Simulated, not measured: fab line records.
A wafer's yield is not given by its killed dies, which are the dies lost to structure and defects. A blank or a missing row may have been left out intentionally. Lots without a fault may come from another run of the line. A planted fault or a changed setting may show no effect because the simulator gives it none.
Chamber matching ; flow sky130 ; 4 sister chambers for SKY_METAL4_ETCH_17 on rie-diel-03
The step etches SiO2 in C4F8/O2/Ar, stops on TiN, time 3.9 s, target depth 15 nm. 4 wafers are shown with their chamber, then 9 later ones without.

## WAFERS, EACH WITH ITS CHAMBER
wafer;chamber;rf-fwd-power-W (W)
L082.4;1;1471
L085.2;2;1465
L086.1;0;1466
L086.5;3;1467

## WAFERS WITHOUT THEIR CHAMBER
wafer;rf-fwd-power-W (W)
L090.1;1464
L090.2;1457
L090.4;1470
L092.1;1466
L092.2;1470
L092.5;1468
L096.2;1466
L096.4;1463
L096.5;1479

## THE CHAMBER EACH PASSED THROUGH
wafer;from the rows above;in truth
L090.1;can't be placed: 2 or 0 or 3 or 1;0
L090.2;can't be placed: 2 or 0 or 3 or 1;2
L090.4;can't be placed: 1 or 3 or 0 or 2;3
L092.1;can't be placed: 0 or 2 or 3 or 1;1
L092.2;can't be placed: 1 or 3 or 0 or 2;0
L092.5;can't be placed: 3 or 0 or 1 or 2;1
L096.2;can't be placed: 0 or 2 or 3 or 1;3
L096.4;can't be placed: 2 or 0 or 3 or 1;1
L096.5;can't be placed: 1 or 3 or 0 or 2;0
Correctly placed: 0 of 9. These rows do not allow placing 9 (true chamber among the candidates in 9). Placed wrongly: 0.
How it was worked out, from the rows above alone: a wafer's distance from a chamber is the root of the sum, over the readings, of the square of ((its reading less the chamber's mean) divided by the reading's scatter). The wafer belongs to the nearest chamber; if the next one is less than 2 further off, it can't be placed. Each chamber's mean is taken over the wafers shown for it. The scatter: with one shown wafer a chamber, the root of the mean of the squares of how far each hidden wafer lies from its nearest shown one.
